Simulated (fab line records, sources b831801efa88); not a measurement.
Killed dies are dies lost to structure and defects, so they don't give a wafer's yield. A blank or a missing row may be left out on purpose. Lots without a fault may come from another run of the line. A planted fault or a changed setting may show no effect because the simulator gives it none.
fab line records | flow gf180mcu
record lots=14 wafers=42 last_day=34
route steps=602 shown LVPWELL@61 DUAL_GATE@152 HV_LDD@196
lots that met no fault: from a run of the same line without faults
start_h: hours from the record's first day to the start of the lot's first wafer shown | wait_h: hours since the lot's step before | " the same as in the row above | L1.1+2: a row that stands for several wafers | - no value, or no start given | * or withheld: withheld | < > ~ a bound
route shown NAME@n: a module of which the file shows steps, and the number in the route of the first | usual: mean/standard deviation of fault-free wafers | same: alike in all rows | chamber/n: place in a boat | sites: the reading at each site | _std_site: their standard deviation | _edge_site: outer sites' mean less inner sites' | radius_mm: how far each site lies from the wafer's centre | mask NAME#n: copy n | behind: the tool/chamber that last shaped the wafer | hold: why the lot was held/for how many hours/how that ended | device: the transistor (n, p or np) that didn't switch | end of line: the same wafers' tests at the end of the route | a step without rows: its recipe alone | killed: dies lost to structure and defects at the first sort, not the wafer's yield | map: a wafer's dies, x killed, . not, _ none there
set.NAME: the setting as run; set.NAME@STEP: as run at that earlier step | model.NAME: the simulator's own value behind a step, which no gauge read
steps of the route over a sample of lots; a table a step, a row a wafer
services: from which hour (start_h, from the record's first day; less than 0 if before it) a tool's chamber was out of use, for how many hours, and why
## steps
# step GF_LVPWELL_OVL_MEAS_07
# usual LVPWELL_OVL=0.5/1.3
# columns lot.wafer tool chamber start_h wait_h LVPWELL_OVL[nm]
L839.2 overlay-02 - 75.22 - 2.4
L839.4 " - " " 0.8
L839.5 " - " " 3.2
L840.1 overlay-01 - 79.66 - 0.0
L840.4 " - " " -1.5
L840.5 " - " " 0.0
L841.1 overlay-02 - 86.36 - 1.3
L841.3 " - " " 4.7
L841.4 " - " " 2.0
L842.3 overlay-01 - 92.27 - 1.5
L842.4 " - " " 1.1
L842.5 " - " " -0.8
L843.2 overlay-02 - 97.07 - 1.2
L843.3 " - " " -0.3
L843.6 " - " " 0.9
L844.1 overlay-01 - 101.66 - -1.3
L844.4 " - " " -1.1
L844.5 " - " " -0.1
L845.1 overlay-02 - 109.71 - 3.0
L845.5 " - " " 0.3
L845.6 " - " " 0.9
L851.1 overlay-01 - 142.11 - 3.1
L851.2 " - " " 3.3
L851.6 " - " " 3.8
L852.1 overlay-01 - 146.96 - -0.6
L852.2 " - " " -0.9
L852.4 " - " " 0.8
L853.1 overlay-01 - 151.61 - 1.9
L853.2 " - " " -0.9
L853.4 " - " " -0.3
L858.1 overlay-01 - 179.71 - -0.9
L858.3 " - " " -0.6
L858.5 " - " " 0.1
L859.1 overlay-02 - 185.11 - -0.9
L859.2 " - " " 0.5
L859.3 " - " " -0.7
L860.2 overlay-02 - 190.81 - -0.4
L860.3 " - " " 0.3
L860.6 " - " " -0.7
L861.3 overlay-01 - 197.37 - 1.6
L861.4 " - " " 2.6
L861.5 " - " " 0.5
# step GF_DUAL_GATE_OVL_MEAS_11
# usual DUAL_GATE_OVL=-0.5/1.1
# columns lot.wafer tool chamber start_h wait_h DUAL_GATE_OVL[nm]
L839.2 overlay-01 - 182.77 0.1 -1.2
L839.4 " - " " -0.6
L839.5 " - " " -1.1
L840.1 overlay-02 - 189.66 0.1 -0.1
L840.4 " - " " 0.7
L840.5 " - " " 2.4
L841.1 overlay-02 - 197.36 0.1 0.1
L841.3 " - " " -0.6
L841.4 " - " " -0.3
L842.3 overlay-01 - 204.47 0.1 0.6
L842.4 " - " " -1.7
L842.5 " - " " -0.5
L843.2 overlay-01 - 211.91 0.1 -0.1
L843.3 " - " " -1.2
L843.6 " - " " -0.8
L844.1 overlay-02 - 215.21 0.1 -0.1
L844.4 " - " " -1.4
L844.5 " - " " -0.8
L845.1 overlay-01 - 227.06 0.1 -0.4
L845.5 " - " " -2.2
L845.6 " - " " -1.0
L851.1 overlay-02 - 265.16 0.1 1.3
L851.2 " - " " 0.4
L851.6 " - " " 1.2
L852.1 overlay-02 - 272.26 0.1 -0.5
L852.2 " - " " -1.2
L852.4 " - " " -0.7
L853.1 overlay-02 - 278.25 0.1 -0.8
L853.2 " - " " 0.7
L853.4 " - " " 0.5
L858.1 overlay-02 - 313.30 0.1 0.4
L858.3 " - " " 0.0
L858.5 " - " " 0.9
L859.1 overlay-01 - 320.10 0.1 -0.5
L859.2 " - " " -1.4
L859.3 " - " " 0.3
L860.2 overlay-01 - 327.76 0.1 -3.5
L860.3 " - " " -2.7
L860.6 " - " " -2.8
L861.3 overlay-02 - 334.57 0.1 -0.6
L861.4 " - " " -1.3
L861.5 " - " " -0.6
# step GF_HV_LDD_OVL_MEAS_20
# usual HV_LDD_01_OVL=-0.2/1.5
# columns lot.wafer tool chamber start_h wait_h HV_LDD_01_OVL[nm]
L839.2 overlay-01 - 243.94 0.1 0.0
L839.4 " - " " -0.3
L839.5 " - " " 0.0
L840.1 overlay-01 - 249.87 0.1 -1.4
L840.4 " - " " -1.2
L840.5 " - " " -1.4
L841.1 overlay-02 - 257.63 0.1 1.7
L841.3 " - " " 0.1
L841.4 " - " " 0.1
L842.3 overlay-02 - 266.19 0.1 2.0
L842.4 " - " " 0.9
L842.5 " - " " 1.9
L843.2 overlay-02 - 273.73 0.1 -0.8
L843.3 " - " " -0.3
L843.6 " - " " 0.5
L844.1 overlay-02 - 276.53 0.1 2.1
L844.4 " - " " 0.8
L844.5 " - " " 0.5
L845.1 overlay-01 - 289.18 0.1 0.5
L845.5 " - " " 0.7
L845.6 " - " " 1.6
L851.1 overlay-02 - 331.77 0.1 2.1
L851.2 " - " " 1.1
L851.6 " - " " 1.4
L852.1 overlay-01 - 338.72 0.1 -1.7
L852.2 " - " " 0.4
L852.4 " - " " -1.7
L853.1 overlay-01 - 346.58 0.1 -2.1
L853.2 " - " " -1.4
L853.4 " - " " -2.4
L858.1 overlay-02 - 384.67 0.1 3.1
L858.3 " - " " -0.8
L858.5 " - " " 2.2
L859.1 overlay-02 - 394.23 0.1 1.1
L859.2 " - " " 2.1
L859.3 " - " " 1.0
L860.2 overlay-02 - 401.42 0.1 3.5
L860.3 " - " " 3.1
L860.6 " - " " 2.7
L861.3 overlay-02 - 407.64 0.1 -0.5
L861.4 " - " " 0.3
L861.5 " - " " -0.6
# step GF_HV_LDD_IMPLANT_35
# recipe species=P energy_kev=60 dose_cm2=7.5e+12 tilt_deg=30 rotation_deg=180
# usual beam_energy_keV=59.996/0.016 beam_on_s=9.97/0.21 rotation_deg=180.00/0.036
# columns lot.wafer tool chamber start_h wait_h beam_energy_keV beam_on_s rotation_deg
L839.2 implanter-02 0 262.99 0.1 59.986 10.00 179.99
L839.4 " 0 " " 59.984 9.51 179.96
L839.5 " 0 " " 60.015 9.91 179.93
L840.1 implanter-02 0 269.11 0.1 59.991 10.08 179.99
L840.4 " 0 " " 59.982 10.36 179.94
L840.5 " 0 " " 59.997 9.85 180.00
L841.1 implanter-02 0 277.52 0.1 60.015 10.14 180.01
L841.3 " 0 " " 60.006 9.70 180.02
L841.4 " 0 " " 59.995 9.35 180.05
L842.3 implanter-02 0 286.36 0.1 60.007 9.94 180.03
L842.4 " 0 " " 60.015 9.84 180.03
L842.5 " 0 " " 59.990 10.19 179.99
L843.2 implanter-02 0 294.04 0.1 59.986 10.00 179.95
L843.3 " 0 " " 60.001 10.30 179.96
L843.6 " 0 " " 60.004 9.91 179.98
L844.1 implanter-04 - 297.56 0.1 - - -
L844.4 " - " " - - -
L844.5 " - " " - - -
L845.1 implanter-04 - 309.66 0.1 - - -
L845.5 " - " " - - -
L845.6 " - " " - - -
L851.1 implanter-04 0 353.91 0.1 59.964 9.72 180.03
L851.2 " 0 " " 59.984 10.18 179.98
L851.6 " 0 " " 59.992 9.70 180.03
L852.1 implanter-04 0 361.06 0.1 60.005 9.95 180.03
L852.2 " 0 " " 59.977 10.10 179.97
L852.4 " 0 " " 60.018 10.05 179.96
L853.1 implanter-04 0 369.80 0.1 59.998 9.88 179.97
L853.2 " 0 " " 60.009 9.94 179.99
L853.4 " 0 " " 59.978 9.69 180.01
L858.1 implanter-04 0 407.71 0.1 60.002 9.70 180.00
L858.3 " 0 " " 60.011 10.30 180.03
L858.5 " 0 " " 60.014 10.24 180.03
L859.1 implanter-02 0 418.03 0.1 60.016 9.91 180.08
L859.2 " 0 " " 60.017 9.62 180.01
L859.3 " 0 " " 59.992 9.82 180.04
L860.2 implanter-04 0 425.74 0.1 59.988 9.92 179.95
L860.3 " 0 " " 59.997 9.81 179.98
L860.6 " 0 " " 59.995 9.88 180.00
L861.3 implanter-01 0 432.35 0.1 59.968 9.75 180.06
L861.4 " 0 " " 60.007 9.81 179.97
L861.5 " 0 " " 59.975 10.31 180.00
# step GF_HV_LDD_TW_MEAS_38
# usual HV_LDD_3_TW=1425/9.4
# columns lot.wafer tool chamber start_h wait_h HV_LDD_3_TW
L839.2 film_metro-04 - 263.38 0.1 1429
L839.4 " - " " 1422
L839.5 " - " " 1434
L840.1 film_metro-03 - 269.51 0.1 1410
L840.4 " - " " 1414
L840.5 " - " " 1416
L841.1 film_metro-03 - 277.92 0.1 1417
L841.3 " - " " 1427
L841.4 " - " " 1418
L842.3 film_metro-03 - 286.73 0.1 1415
L842.4 " - " " 1417
L842.5 " - " " 1415
L843.2 film_metro-04 - 294.42 0.1 1432
L843.3 " - " " 1431
L843.6 " - " " 1435
L844.1 film_metro-03 - 297.96 0.1 1292
L844.4 " - " " 1294
L844.5 " - " " 1295
L845.1 film_metro-04 - 310.11 0.1 1306
L845.5 " - " " 1308
L845.6 " - " " 1308
L851.1 film_metro-03 - 354.31 0.1 1408
L851.2 " - " " 1407
L851.6 " - " " 1416
L852.1 film_metro-04 - 361.46 0.1 1429
L852.2 " - " " 1423
L852.4 " - " " 1428
L853.1 film_metro-03 - 370.20 0.1 1415
L853.2 " - " " 1424
L853.4 " - " " 1414
L858.1 film_metro-04 - 408.11 0.1 1437
L858.3 " - " " 1426
L858.5 " - " " 1430
L859.1 film_metro-04 - 418.43 0.1 1425
L859.2 " - " " 1426
L859.3 " - " " 1425
L860.2 film_metro-04 - 426.12 0.1 1426
L860.3 " - " " 1429
L860.6 " - " " 1427
L861.3 film_metro-03 - 432.72 0.1 1424
L861.4 " - " " 1425
L861.5 " - " " 1423
# step GF_HV_LDD_RS_MEAS_53
# recipe thk_meas_gauge=four-point-probe
# usual HV_LDD_RS=418.5/0.9
# columns lot.wafer tool chamber start_h wait_h HV_LDD_RS[ohm/sq]
L839.2 film_metro-03 - 282.61 0.1 418.1
L839.4 " - " " 419.2
L839.5 " - " " 419.9
L840.1 film_metro-04 - 289.54 0.1 416.9
L840.4 " - " " 418.5
L840.5 " - " " 418.9
L841.1 film_metro-03 - 298.23 0.1 417.4
L841.3 " - " " 418.3
L841.4 " - " " 419.2
L842.3 film_metro-04 - 307.48 0.1 418.1
L842.4 " - " " 417.8
L842.5 " - " " 417.3
L843.2 film_metro-03 - 315.41 0.1 420.2
L843.3 " - " " 418.4
L843.6 " - " " 419.0
L844.1 film_metro-04 - 319.09 0.1 438.5
L844.4 " - " " 439.1
L844.5 " - " " 440.8
L845.1 film_metro-04 - 331.34 0.1 439.4
L845.5 " - " " 439.2
L845.6 " - " " 439.3
L851.1 film_metro-04 - 377.20 0.1 419.4
L851.2 " - " " 418.7
L851.6 " - " " 418.8
L852.1 film_metro-04 - 384.55 0.1 418.3
L852.2 " - " " 421.4
L852.4 " - " " 419.5
L853.1 film_metro-01 - 393.49 0.1 419.0
L853.2 " - " " 417.7
L853.4 " - " " 417.7
L858.1 film_metro-01 - 432.81 0.1 417.5
L858.3 " - " " 417.4
L858.5 " - " " 417.6
L859.1 film_metro-04 - 442.99 0.1 419.0
L859.2 " - " " 419.4
L859.3 " - " " 419.7
L860.2 film_metro-01 - 451.06 0.1 418.8
L860.3 " - " " 417.8
L860.6 " - " " 418.1
L861.3 film_metro-04 - 457.97 0.1 419.1
L861.4 " - " " 419.3
L861.5 " - " " 418.8
## services
# columns tool chamber start_h hours kind
implanter-02 - 275.33 1.4 repair
implanter-01 - 294.17 74.9 repair
implanter-01 - 340.60 3.6 repair
implanter-01 - 369.02 4.9 pm
implanter-02 - 403.00 5.8 pm
## key
first_sign step=GF_HV_LDD_IMPLANT_35 reading=tool_record direction=missing
effect step=GF_HV_LDD_TW_MEAS_38 reading=HV_LDD_3_TW direction=down sigmas=13 usual=1425 struck=1301
effect step=GF_HV_LDD_RS_MEAS_53 reading=HV_LDD_RS direction=up sigmas=23 usual=418.5 struck=439.4
met_at GF_HV_LDD_IMPLANT_35
struck_lots L844,L845
later_rows_left_out L844.1,L844.4,L844.5,L845.1,L845.5,L845.6
sort_left_out L844.1,L844.4,L844.5,L845.1,L845.5,L845.6
tester_left_out L844,L845
not_acting_at GF_LVPWELL_OVL_MEAS_07,GF_DUAL_GATE_OVL_MEAS_11,GF_HV_LDD_OVL_MEAS_20
fault kind=skipped_step_whole tool=implanter-04 chamber=- onset_h=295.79 steps=GF_HV_LDD_IMPLANT_35 scope=struck_lots_only
# tester_left_out: of these lots the tester's yield and bins aren't shown, on N5 and GAA mostly nor the transistor test; their killed dies are dies lost to structure and defects alone, not to doping, threshold or leakage, so they don't give the yield
# sort_left_out: the simulated sort isn't trusted on such a fault, so these wafers' sort isn't shown, and their yield isn't known
# later_rows_left_out: the simulator's readings of these wafers behind a module that went badly wrong aren't trusted and aren't shown, but for the sort
